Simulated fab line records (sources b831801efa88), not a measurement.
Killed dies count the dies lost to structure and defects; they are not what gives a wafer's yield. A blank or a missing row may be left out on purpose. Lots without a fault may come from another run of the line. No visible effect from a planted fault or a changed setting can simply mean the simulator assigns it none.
fab line records + flow gf180mcu
record:
- lots: 6
- wafers: 18
- last-day: 34
route steps=602 shown M2@362
lots with no fault: from the same line, run without faults
start-h: start of the lot's first displayed wafer, in hours after the record's first day + wait-h: hours from the lot's prior step to this one + " as in the row above + L1.1+2: a single row standing in for several wafers + - value missing, or start not given + * or withheld: withheld + < > ~ a bound
route shown NAME@n: names a module that has steps shown in the file, with the first one's number in the route + usual: average and standard deviation across the fault-free wafers + same: alike in all rows + chamber/n: place in a boat + sites: the reading at each site + _std_site: the values' standard deviation + _edge_site: inner sites' mean taken away from outer sites' mean + radius-mm: how far each site lies from the wafer's centre + mask NAME#n: copy n + behind: the most recent tool/chamber to have shaped the wafer + hold: the reason the lot was held/the length of the hold in hours/how it ended + device: which transistor (n, p or np) failed to switch + end of line: tests of these same wafers at the route's end + a step given without rows: its recipe and nothing more + killed: dies lost to structure and defects at the first sort, not the wafer's yield + map: per-die view of a wafer (x killed, . not killed, _ where there is no die)
set.NAME: the setting that was run; set.NAME@STEP: the one run at that earlier step + model.NAME: the simulator's own value behind a step, which no gauge read
lots at some steps of the route; a table a step, a row a wafer
services: when a tool's chamber went out of use (start-h, in hours from the record's first day, below 0 if earlier), for how many hours, and the reason
== steps ==
step: GF_M2_SPUTTER_00
recipe:
- material: Ti
- target-thk-nm: 37.5
- arriving-ion-energy-ev: 80
- substrate-temp-c: 200
- chamber-pressure-pa: 2
- power-w: 4000
- time-s: 150
usual:
- throttle-valve-pct: 29.2/0.99
| lot.wafer | tool           | chamber | start-h | wait-h | throttle-valve-pct |
|-----------|----------------|---------|---------|--------|--------------------|
| L620.1    | pvd-sputter-01 | -       | 404.07  | 0.2    | 27.6               |
| L620.3    | "              | -       | "       | "      | 29.3               |
| L620.5    | "              | -       | "       | "      | 27.4               |
| L630.2    | pvd-sputter-01 | -       | 502.07  | 0.1    | 28.7               |
| L630.3    | "              | -       | "       | "      | 29.3               |
| L630.6    | "              | -       | "       | "      | 27.5               |
| L632.2    | pvd-sputter-03 | -       | 524.09  | 0.1    | 29.0               |
| L632.3    | "              | -       | "       | "      | 28.8               |
| L632.6    | "              | -       | "       | "      | 28.9               |
| L633.1    | pvd-sputter-02 | -       | 531.53  | 0.2    | 28.7               |
| L633.2    | "              | -       | "       | "      | 29.8               |
| L633.6    | "              | -       | "       | "      | 29.0               |
| L634.2    | pvd-sputter-01 | -       | 536.68  | 0.2    | 29.0               |
| L634.4    | "              | -       | "       | "      | 29.1               |
| L634.5    | "              | -       | "       | "      | 29.1               |
| L642.2    | pvd-sputter-01 | -       | 599.00  | 0.1    | 30.6               |
| L642.3    | "              | -       | "       | "      | 28.7               |
| L642.6    | "              | -       | "       | "      | 29.3               |
step: GF_M2_SPUTTER_01
recipe:
- material: TiN
- target-thk-nm: 30
- power-w: 6500
- time-s: 25
- chamber-pressure-pa: 0.4
usual:
- throttle-valve-pct: 29.2/1
| lot.wafer | tool           | chamber | start-h | wait-h | throttle-valve-pct |
|-----------|----------------|---------|---------|--------|--------------------|
| L620.1    | pvd-sputter-01 | -       | 404.17  | 0.1    | 27.6               |
| L620.3    | "              | -       | "       | "      | 29.0               |
| L620.5    | "              | -       | "       | "      | 27.5               |
| L630.2    | pvd-sputter-01 | -       | 502.17  | 0.1    | 28.8               |
| L630.3    | "              | -       | "       | "      | 29.3               |
| L630.6    | "              | -       | "       | "      | 27.3               |
| L632.2    | pvd-sputter-03 | -       | 524.19  | 0.1    | 28.9               |
| L632.3    | "              | -       | "       | "      | 28.7               |
| L632.6    | "              | -       | "       | "      | 28.6               |
| L633.1    | pvd-sputter-02 | -       | 531.63  | 0.1    | 28.7               |
| L633.2    | "              | -       | "       | "      | 29.6               |
| L633.6    | "              | -       | "       | "      | 29.1               |
| L634.2    | pvd-sputter-01 | -       | 536.78  | 0.1    | 29.5               |
| L634.4    | "              | -       | "       | "      | 28.8               |
| L634.5    | "              | -       | "       | "      | 29.4               |
| L642.2    | pvd-sputter-01 | -       | 599.10  | 0.1    | 30.6               |
| L642.3    | "              | -       | "       | "      | 28.8               |
| L642.6    | "              | -       | "       | "      | 29.1               |
step: GF_M2_SPUTTER_02
recipe:
- material: AlCu
- target-thk-nm: 450
- power-w: 10600
- time-s: 23.9
- chamber-pressure-pa: 0.4
usual:
- throttle-valve-pct: 29.2/0.98
| lot.wafer | tool           | chamber | start-h | wait-h | throttle-valve-pct |
|-----------|----------------|---------|---------|--------|--------------------|
| L620.1    | pvd-sputter-01 | -       | 404.20  | 0.0    | 27.4               |
| L620.3    | "              | -       | "       | "      | 29.4               |
| L620.5    | "              | -       | "       | "      | 27.3               |
| L630.2    | pvd-sputter-01 | -       | 502.20  | 0.0    | 28.8               |
| L630.3    | "              | -       | "       | "      | 29.5               |
| L630.6    | "              | -       | "       | "      | 27.7               |
| L632.2    | pvd-sputter-03 | -       | 524.22  | 0.0    | 29.2               |
| L632.3    | "              | -       | "       | "      | 28.7               |
| L632.6    | "              | -       | "       | "      | 29.0               |
| L633.1    | pvd-sputter-02 | -       | 531.66  | 0.0    | 28.8               |
| L633.2    | "              | -       | "       | "      | 29.8               |
| L633.6    | "              | -       | "       | "      | 28.8               |
| L634.2    | pvd-sputter-01 | -       | 536.81  | 0.0    | 29.2               |
| L634.4    | "              | -       | "       | "      | 28.8               |
| L634.5    | "              | -       | "       | "      | 29.3               |
| L642.2    | pvd-sputter-01 | -       | 599.13  | 0.0    | 30.2               |
| L642.3    | "              | -       | "       | "      | 28.8               |
| L642.6    | "              | -       | "       | "      | 29.3               |
step: GF_M2_SPUTTER_03
recipe:
- material: Ti
- target-thk-nm: 10
- substrate-temp-c: 300
- chamber-pressure-pa: 0.3
- power-w: 3000
- time-s: 6.7
usual:
- throttle-valve-pct: 29.2/1
| lot.wafer | tool           | chamber | start-h | wait-h | throttle-valve-pct |
|-----------|----------------|---------|---------|--------|--------------------|
| L620.1    | pvd-sputter-01 | -       | 404.23  | 0.0    | 27.3               |
| L620.3    | "              | -       | "       | "      | 29.1               |
| L620.5    | "              | -       | "       | "      | 27.4               |
| L630.2    | pvd-sputter-01 | -       | 502.23  | 0.0    | 28.8               |
| L630.3    | "              | -       | "       | "      | 29.0               |
| L630.6    | "              | -       | "       | "      | 27.3               |
| L632.2    | pvd-sputter-03 | -       | 524.25  | 0.0    | 28.7               |
| L632.3    | "              | -       | "       | "      | 28.9               |
| L632.6    | "              | -       | "       | "      | 28.8               |
| L633.1    | pvd-sputter-02 | -       | 531.69  | 0.0    | 28.8               |
| L633.2    | "              | -       | "       | "      | 29.8               |
| L633.6    | "              | -       | "       | "      | 29.1               |
| L634.2    | pvd-sputter-01 | -       | 536.84  | 0.0    | 29.3               |
| L634.4    | "              | -       | "       | "      | 28.6               |
| L634.5    | "              | -       | "       | "      | 29.2               |
| L642.2    | pvd-sputter-01 | -       | 599.16  | 0.0    | 30.4               |
| L642.3    | "              | -       | "       | "      | 28.7               |
| L642.6    | "              | -       | "       | "      | 29.2               |
step: GF_M2_SPUTTER_04
recipe:
- material: TiN
- target-thk-nm: 50
- power-w: 6500
- time-s: 41.7
- chamber-pressure-pa: 0.4
usual:
- throttle-valve-pct: 29.2/1
| lot.wafer | tool           | chamber | start-h | wait-h | throttle-valve-pct |
|-----------|----------------|---------|---------|--------|--------------------|
| L620.1    | pvd-sputter-01 | -       | 404.25  | 0.0    | 27.5               |
| L620.3    | "              | -       | "       | "      | 29.5               |
| L620.5    | "              | -       | "       | "      | 27.4               |
| L630.2    | pvd-sputter-01 | -       | 502.25  | 0.0    | 28.6               |
| L630.3    | "              | -       | "       | "      | 29.6               |
| L630.6    | "              | -       | "       | "      | 27.3               |
| L632.2    | pvd-sputter-03 | -       | 524.27  | 0.0    | 28.6               |
| L632.3    | "              | -       | "       | "      | 28.9               |
| L632.6    | "              | -       | "       | "      | 28.8               |
| L633.1    | pvd-sputter-02 | -       | 531.72  | 0.0    | 28.5               |
| L633.2    | "              | -       | "       | "      | 29.6               |
| L633.6    | "              | -       | "       | "      | 29.1               |
| L634.2    | pvd-sputter-01 | -       | 536.86  | 0.0    | 29.1               |
| L634.4    | "              | -       | "       | "      | 28.6               |
| L634.5    | "              | -       | "       | "      | 29.0               |
| L642.2    | pvd-sputter-01 | -       | 599.18  | 0.0    | 30.3               |
| L642.3    | "              | -       | "       | "      | 28.9               |
| L642.6    | "              | -       | "       | "      | 29.4               |
step: GF_M2_RS_MEAS_05
recipe:
- thk-meas-gauge: four-point-probe
- reads: TiN_of_M2_SPUTTER_04+Ti_of_M2_SPUTTER_03+AlCu_of_M2_SPUTTER_02+TiN_of_M2_SPUTTER_01+Ti_of_M2_SPUTTER_00
usual:
- M2_ALCU_RS: 0.0695/0.00079
| lot.wafer | tool          | chamber | start-h | wait-h | M2_ALCU_RS[ohm/sq] |
|-----------|---------------|---------|---------|--------|--------------------|
| L620.1    | film-metro-04 | -       | 404.29  | 0.0    | 0.0698             |
| L620.3    | "             | -       | "       | "      | 0.0703             |
| L620.5    | "             | -       | "       | "      | 0.0696             |
| L630.2    | film-metro-02 | -       | 502.31  | 0.0    | 0.0692             |
| L630.3    | "             | -       | "       | "      | 0.0691             |
| L630.6    | "             | -       | "       | "      | 0.0688             |
| L632.2    | film-metro-02 | -       | 524.33  | 0.0    | 0.0692             |
| L632.3    | "             | -       | "       | "      | 0.0696             |
| L632.6    | "             | -       | "       | "      | 0.0707             |
| L633.1    | film-metro-04 | -       | 531.75  | 0.0    | 0.0689             |
| L633.2    | "             | -       | "       | "      | 0.0683             |
| L633.6    | "             | -       | "       | "      | 0.0679             |
| L634.2    | film-metro-03 | -       | 536.92  | 0.0    | 0.0697             |
| L634.4    | "             | -       | "       | "      | 0.0699             |
| L634.5    | "             | -       | "       | "      | 0.0698             |
| L642.2    | film-metro-02 | -       | 599.24  | 0.0    | 0.0706             |
| L642.3    | "             | -       | "       | "      | 0.0704             |
| L642.6    | "             | -       | "       | "      | 0.0702             |
step: GF_M2_THK_MEAS_06
recipe:
- thk-meas-gauge: xrf
- reads: AlCu_of_M2_SPUTTER_02
usual:
- M2_ALCU_THK: 444/5.3
| lot.wafer | tool          | chamber | start-h | wait-h | M2_ALCU_THK[nm] |
|-----------|---------------|---------|---------|--------|-----------------|
| L620.1    | film-metro-04 | -       | 404.41  | 0.1    | 441             |
| L620.3    | "             | -       | "       | "      | 435             |
| L620.5    | "             | -       | "       | "      | 441             |
| L630.2    | film-metro-02 | -       | 502.42  | 0.1    | 446             |
| L630.3    | "             | -       | "       | "      | 450             |
| L630.6    | "             | -       | "       | "      | 451             |
| L632.2    | film-metro-02 | -       | 524.44  | 0.1    | 449             |
| L632.3    | "             | -       | "       | "      | 447             |
| L632.6    | "             | -       | "       | "      | 441             |
| L633.1    | film-metro-04 | -       | 531.87  | 0.1    | 444             |
| L633.2    | "             | -       | "       | "      | 450             |
| L633.6    | "             | -       | "       | "      | 450             |
| L634.2    | film-metro-03 | -       | 537.03  | 0.1    | 442             |
| L634.4    | "             | -       | "       | "      | 440             |
| L634.5    | "             | -       | "       | "      | 440             |
| L642.2    | film-metro-02 | -       | 599.35  | 0.1    | 438             |
| L642.3    | "             | -       | "       | "      | 441             |
| L642.6    | "             | -       | "       | "      | 442             |
step: GF_M2_DEHYDRATE_07
recipe:
- temp-c: 200
- time-s: 60
step: GF_M2_HMDS_08
recipe:
- prime-time-s: 60
- prime-temp-c: 120
step: GF_M2_COAT_09
recipe:
- resist: KrF
- spin-rpm: withheld
- resist-thk-nm: 1000
step: GF_M2_SOFTBAKE_10
recipe:
- temp-c: 130
- time-s: 60
- resist: KrF
step: GF_M2_EXPOSE_11
recipe:
- mask-id: Metal2
- target-cd-nm: 280
- na: 0.68
- source-shape: conventional
- sigma-outer: 0.6
- dose-mj: 28
step: GF_M2_PEB_12
recipe:
- peb-temp-c: 135
- peb-time-s: 90
- resist: KrF
usual:
- chill-plate-temp-C: 23.00/0.1
- exhaust-pa: 44.8/0.9
| lot.wafer | tool           | chamber | start-h | wait-h | chill-plate-temp-C | exhaust-pa |
|-----------|----------------|---------|---------|--------|--------------------|------------|
| L620.1    | litho-track-01 | 0       | 428.03  | -      | 22.84              | 46.7       |
| L620.3    | "              | 0       | "       | "      | 23.01              | 45.5       |
| L620.5    | "              | 0       | "       | "      | 23.00              | 46.7       |
| L630.2    | litho-track-02 | 0       | 524.45  | -      | 22.86              | 44.7       |
| L630.3    | "              | 0       | "       | "      | 23.07              | 43.9       |
| L630.6    | "              | 0       | "       | "      | 23.01              | 46.2       |
| L632.2    | litho-track-02 | -       | 546.55  | -      | -                  | -          |
| L632.3    | "              | -       | "       | "      | -                  | -          |
| L632.6    | "              | -       | "       | "      | -                  | -          |
| L633.1    | litho-track-02 | -       | 553.61  | -      | -                  | -          |
| L633.2    | "              | -       | "       | "      | -                  | -          |
| L633.6    | "              | -       | "       | "      | -                  | -          |
| L634.2    | litho-track-01 | 0       | 558.46  | -      | 22.88              | 44.5       |
| L634.4    | "              | 0       | "       | "      | 23.06              | 45.7       |
| L634.5    | "              | 0       | "       | "      | 22.85              | 43.8       |
| L642.2    | litho-track-02 | 0       | 619.49  | -      | 22.87              | 44.9       |
| L642.3    | "              | 0       | "       | "      | 22.89              | 45.4       |
| L642.6    | "              | 0       | "       | "      | 22.89              | 45.2       |
step: GF_M2_DEVELOP_13
recipe:
- develop-time-s: 60
- dev-temp-c: 21
== services ==
| tool           | chamber | start-h | hours | kind                      |
|----------------|---------|---------|-------|---------------------------|
| pvd-sputter-02 | -       | 393.99  | 6.8   | repair                    |
| pvd-sputter-03 | -       | 467.61  | 10.1  | repair                    |
| pvd-sputter-01 | -       | 497.76  | 3.2   | repair                    |
| pvd-sputter-02 | -       | 508.32  | 3.8   | repair                    |
| pvd-sputter-01 | -       | 514.59  | 2.9   | repair                    |
| litho-track-01 | -       | 526.67  | -     | consumable-replace:filter |
| pvd-sputter-03 | -       | 535.00  | 60.1  | repair                    |
| pvd-sputter-01 | -       | 539.82  | 2.8   | repair                    |
| pvd-sputter-03 | -       | 566.19  | 1.2   | repair                    |
| pvd-sputter-02 | -       | 580.18  | 5.9   | repair                    |
| pvd-sputter-03 | -       | 597.70  | 2.3   | repair                    |
== key ==
first-sign:
- step: GF_M2_PEB_12
- reading: tool-record
- direction: missing
effect none on later readings
met-at GF_M2_PEB_12
struck-wafers L632.2,L632.3,L632.6,L633.1,L633.2,L633.6
later-rows-left-out L632.2,L632.3,L632.6,L633.1,L633.2,L633.6
sort-left-out L632.2,L632.3,L632.6,L633.1,L633.2,L633.6
onset-between 524.45 546.55
fault:
- kind: skipped-step-whole
- tool: litho-track-02
- chamber: -
- onset-h: 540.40
- steps: GF_M2_PEB_12
- scope: struck-lots-only
sort-left-out: the simulated sort isn't trusted on such a fault, so these wafers' sort isn't shown, and their yield isn't known
later-rows-left-out: the simulator's readings of these wafers behind a module that went badly wrong aren't trusted and aren't shown, but for the sort
